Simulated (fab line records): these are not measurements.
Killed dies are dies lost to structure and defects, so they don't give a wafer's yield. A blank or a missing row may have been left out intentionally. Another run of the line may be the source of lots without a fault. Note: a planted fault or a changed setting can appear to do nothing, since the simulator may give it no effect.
Which tool was responsible? :: flow gf180mcu :: 18 wafers from 6 lots sampled at 2 of the route's 602 steps

## WHAT EACH GAUGE READ, for each wafer
GF_V5_RS_MEAS_24: a four-point-probe measurement.
lot: L397
measured: day 27 20:52
on: film_metro-01
V5_W_RS (ohm/sq): 0.322 0.324 0.323

lot: L404
measured: day 30 03:32
on: film_metro-01
V5_W_RS (ohm/sq): 0.332 0.323 0.327

lot: L409
measured: day 31 04:04
on: film_metro-02
V5_W_RS (ohm/sq): 0.327 0.325 0.327

lot: L413
measured: day 32 10:47
on: film_metro-02
V5_W_RS (ohm/sq): 0.326 0.324 0.322

lot: L415
measured: day 33 02:18
on: film_metro-02
V5_W_RS (ohm/sq): 0.333 0.325 0.332

lot: L418
measured: day 33 12:46
on: film_metro-03
V5_W_RS (ohm/sq): 0.321 0.322 0.321

## TOOL THAT RAN EACH LOT (tool first, then ch and the chambers of the sampled wafers, then the start)
lot: L397
GF_M4_SPUTTER_01: pvd_sputter-02, day 23 02:16

lot: L404
GF_M4_SPUTTER_01: pvd_sputter-02, day 25 16:41

lot: L409
GF_M4_SPUTTER_01: pvd_sputter-04, day 26 21:24

lot: L413
GF_M4_SPUTTER_01: pvd_sputter-01, day 28 08:32

lot: L415
GF_M4_SPUTTER_01: pvd_sputter-04, day 29 01:21

lot: L418
GF_M4_SPUTTER_01: pvd_sputter-01, day 29 16:03
- GF_M4_SPUTTER_01: material TiN, target thk 30 nm, time 25 s.

## THE ANSWER, worked out from the rows above alone
Rule: the usual values come from the lots themselves. Put in order of their means at a reading, lots are off if they are a third of the lots or fewer, leave a main group of 4 or more, and stand apart from it by a gap of 3 or more times the standard deviation of the main group's means; of several such gaps the widest counts. The tables above print the reading to a certain number of digits; a main group whose means all agree to those digits is not used. A lot without any number at a reading at which 4 lots or more have one is off too. The other lots that the step has rows for count as sound.
No lot is off on any of the readings shown, so nothing can be concluded from this.

## WHAT HAD BEEN PUT IN BY THE SIMULATOR
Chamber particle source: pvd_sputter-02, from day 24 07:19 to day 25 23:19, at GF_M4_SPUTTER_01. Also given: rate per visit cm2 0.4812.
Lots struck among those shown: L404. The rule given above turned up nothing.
